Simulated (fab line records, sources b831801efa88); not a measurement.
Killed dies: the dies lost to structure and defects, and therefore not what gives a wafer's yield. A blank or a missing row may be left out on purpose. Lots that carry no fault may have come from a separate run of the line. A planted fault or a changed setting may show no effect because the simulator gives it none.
Which of the tools did it? -- flow gf180mcu -- 24 lots with 72 wafers sampled at 3 steps, on a route of 602 steps

WHAT EACH GAUGE READ, for each wafer
GF_V1_CD_MEAS_14: target cd 260 nm. Usual: cd-nm reads 260.2 nm (standard deviation 1.1).
lot,measured,on,cd-nm (nm),flag
L074,day 17 22:07,cd-sem-02,260.5 261.5 262.6,
L075,day 18 10:02,cd-sem-01,260.0 260.4 260.4,
L076,day 18 16:56,cd-sem-01,259.4 258.7 260.5,
L077,day 19 00:35,cd-sem-02,260.5 259.9 260.7,
L078,day 19 16:44,cd-sem-01,261.6 261.4 261.8,
L079,day 20 05:42,cd-sem-02,259.5 260.5 260.3,
L080,day 20 11:49,cd-sem-02,259.1 258.6 258.2,
L081,day 20 22:14,cd-sem-01,259.7 260.1 259.9,
L082,day 21 19:13,cd-sem-01,259.9 261.1 261.6,
L083,day 22 01:29,cd-sem-01,258.7 259.8 258.5,
L084,day 22 02:26,cd-sem-01,260.0 258.4 258.1,
L085,day 22 19:24,cd-sem-02,260.5 259.3 260.5,
L086,day 22 18:03,cd-sem-01,257.4 257.7 259.2,
L087,day 23 10:10,cd-sem-01,261.9 260.6 260.2,
L088,day 23 17:53,cd-sem-02,259.6 259.8 260.9,
L089,day 23 18:29,cd-sem-02,262.7 262.6 262.1,
L090,day 24 05:02,cd-sem-01,258.6 258.4 259.7,
L091,day 24 14:05,cd-sem-02,261.2 260.5 259.9,
L092,day 24 21:43,cd-sem-01,260.4 259.7 260.3,
L093,day 25 08:20,cd-sem-01,260.4 261.2 260.0,
L094,day 25 07:07,cd-sem-01,261.0 260.1 259.6,
L095,day 25 15:26,cd-sem-01,260.8 261.1 261.1,
L096,day 25 17:46,cd-sem-01,261.6 260.3 260.5,
L097,day 26 01:44,cd-sem-02,260.6 259.4 258.8,

EACH LOT AND THE TOOL THAT RAN IT (in order: tool; ch and the chambers of the sampled wafers; start)
lot,GF_LVPWELL_STRIP_10,GF_CONTACT_CMP_27
L074,"plasma-asher-03 ch 0,1, day 3 21:53","cmp-01 ch 1,3, day 15 23:35"
L075,"plasma-asher-04 ch 0,1, day 4 04:35","cmp-02 ch 0,1,2, day 16 10:31"
L076,"plasma-asher-03 ch 0,1, day 4 07:53","cmp-02 ch 1,2, day 16 17:17"
L077,"plasma-asher-02 ch 0,1, day 4 12:50","cmp-02 ch 0,2,3, day 16 23:50"
L078,"plasma-asher-04 ch 0,1, day 4 18:23","cmp-02 ch 0,2,3, day 17 15:07"
L079,"plasma-asher-04 ch 0,1, day 5 00:19","cmp-02 ch 1,2,3, day 18 04:05"
L080,"plasma-asher-02 ch 0,1, day 5 06:05","cmp-01 ch 0,1, day 18 10:32"
L081,"plasma-asher-02 ch 0,1, day 5 12:08","cmp-01 ch 0,1, day 18 20:14"
L082,"plasma-asher-04 ch 1, day 5 23:38","cmp-02 ch 1,2, day 19 17:20"
L083,"plasma-asher-04 ch 0,1, day 6 06:05","cmp-01 ch 0,1,3, day 20 00:28"
L084,"plasma-asher-02 ch 0,1, day 6 10:02","cmp-01 ch 0,1,3, day 20 00:56"
L085,"plasma-asher-03 ch 0,1, day 6 15:49","cmp-01 ch 0,2,3, day 20 17:52"
L086,"plasma-asher-02 ch 0,1, day 6 20:10","cmp-02 ch 0,1,3, day 20 17:08"
L087,"plasma-asher-04 ch 0,1, day 7 00:35","cmp-02 ch 0,1, day 21 08:50"
L088,"plasma-asher-02 ch 0,1, day 7 08:07","cmp-01 ch 0,1,3, day 21 18:09"
L089,"plasma-asher-04 ch 0,1, day 7 10:23","cmp-01 ch 0,2,3, day 21 19:06"
L090,"plasma-asher-03 ch 0,1, day 7 16:31","cmp-01 ch 1,2,3, day 22 05:25"
L091,"plasma-asher-02 ch 0,1, day 7 21:52","cmp-01 ch 0,1,2, day 22 14:48"
L092,"plasma-asher-04 ch 1, day 8 04:23","cmp-01 ch 0,1, day 22 23:44"
L093,"plasma-asher-03 ch 0,1, day 8 10:13","cmp-01 ch 1,3, day 23 10:36"
L094,"plasma-asher-04 ch 0,1, day 8 13:47","cmp-01 ch 0,1,3, day 23 08:19"
L095,"plasma-asher-03 ch 0,1, day 8 19:47","cmp-01 ch 0,1,2, day 23 16:34"
L096,"plasma-asher-03 ch 0, day 9 02:08","cmp-01 ch 1,2,3, day 23 21:12"
L097,"plasma-asher-04 ch 0,1, day 9 07:07","cmp-01 ch 0,1,2, day 24 05:35"
- GF_LVPWELL_STRIP_10: strips in O2/N2.
- GF_CONTACT_CMP_27: polishes, stops on SiO2, t overpolish 15 s, target thk 0 nm.

AS READ BY THE TOOLS THEMSELVES (means over the sampled wafers that have a number; for cases with no such wafer, the mark the record gives instead)
GF_LVPWELL_STRIP_10. Usual: chamber-pressure-mTorr 1500.1 mTorr, standard deviation 1.3; drypump-motor-current-A 5.4 A, standard deviation 0.59; heater-power-w 329 W, standard deviation 33; oes-product-au 0.722 a.u., standard deviation 0.0041; strip-time-to-endpoint-s 36.94 s, standard deviation 0.096.
lot,tool,chamber-pressure-mTorr (mTorr),drypump-motor-current-A (A),heater-power-w (W),oes-product-au (a.u.),strip-time-to-endpoint-s (s),flag
L074,plasma-asher-03,1499.9,5.0,353,0.723,36.97,
L075,plasma-asher-04,1501.0,6.0,319,0.723,36.98,
L076,plasma-asher-03,1499.7,5.0,356,0.719,36.89,
L077,plasma-asher-02,1501.1,5.5,331,0.718,36.86,
L078,plasma-asher-04,1500.2,5.5,298,0.724,36.86,
L079,plasma-asher-04,1500.2,6.0,317,0.719,36.93,
L080,plasma-asher-02,1501.0,5.4,331,0.721,37.04,
L081,plasma-asher-02,1500.8,5.5,329,0.725,37.06,
L082,plasma-asher-04,1499.6,6.5,334,0.725,37.00,
L083,plasma-asher-04,1499.7,6.0,323,0.718,36.75,
L084,plasma-asher-02,1500.5,5.3,323,0.720,36.84,
L085,plasma-asher-03,1500.0,5.1,370,0.719,36.96,
L086,plasma-asher-02,1499.5,5.3,323,0.722,36.94,
L087,plasma-asher-04,1500.7,6.0,315,0.724,36.81,
L088,plasma-asher-02,1499.8,5.3,328,0.721,36.86,
L089,plasma-asher-04,1500.7,5.5,297,0.722,36.99,
L090,plasma-asher-03,1499.8,5.1,369,0.725,36.98,
L091,plasma-asher-02,1499.4,5.5,332,0.722,36.91,
L092,plasma-asher-04,1499.0,6.5,335,0.721,36.96,
L093,plasma-asher-03,1499.6,5.1,366,0.724,36.95,
L094,plasma-asher-04,1500.1,6.0,318,0.717,36.99,
L095,plasma-asher-03,1500.2,5.0,354,0.722,36.95,
L096,plasma-asher-03,1500.3,5.0,337,0.724,36.95,
L097,plasma-asher-04,1498.8,5.5,301,0.722,37.04,

GF_CONTACT_CMP_27. Usual: motor-current-A 11.4 A, standard deviation 0.9; overpolish-run-s 15.000 s, standard deviation 0.01; time-to-endpoint-s 77 s, standard deviation 4.1.
lot,tool,motor-current-A (A),overpolish-run-s (s),time-to-endpoint-s (s),flag
L074,cmp-01,11.8,15.005,73,
L075,cmp-02,10.8,14.993,77,
L076,cmp-02,12.3,14.994,73,
L077,cmp-02,10.5,15.000,77,
L078,cmp-02,10.6,15.008,71,
L079,cmp-02,11.7,15.007,76,
L080,cmp-01,10.9,15.003,81,
L081,cmp-01,11.1,14.993,78,
L082,cmp-02,12.1,15.005,75,
L083,cmp-01,11.7,14.993,77,
L084,cmp-01,11.3,14.999,78,
L085,cmp-01,11.7,15.010,77,
L086,cmp-02,11.6,14.997,71,
L087,cmp-02,11.8,14.993,72,
L088,cmp-01,11.5,14.995,77,
L089,cmp-01,11.7,15.005,81,
L090,cmp-01,11.3,15.009,79,
L091,cmp-01,11.2,14.998,77,
L092,cmp-01,11.0,15.008,76,
L093,cmp-01,11.5,14.995,77,
L094,cmp-01,11.6,15.000,78,
L095,cmp-01,11.3,15.000,81,
L096,cmp-01,11.9,15.002,79,
L097,cmp-01,11.3,14.989,82,

THE ANSWER, worked out from the rows above alone
Rule: a lot is off if the mean of its wafers that have a number lies more than 3 standard deviations from the usual mean. Also off: a lot with no number at a reading for which 4 or more lots have one. The other lots that the step has rows for count as sound. First the gauges in route order, then the tools' own readings, where a lot's mean is used as printed above. The first step at which some lot is off is used, and at that step the reading that is off furthest; a lot without a number counts as furthest.
Nothing can be told from this: no lot is off at any reading shown.

WHAT THE SIMULATOR HAD INSERTED
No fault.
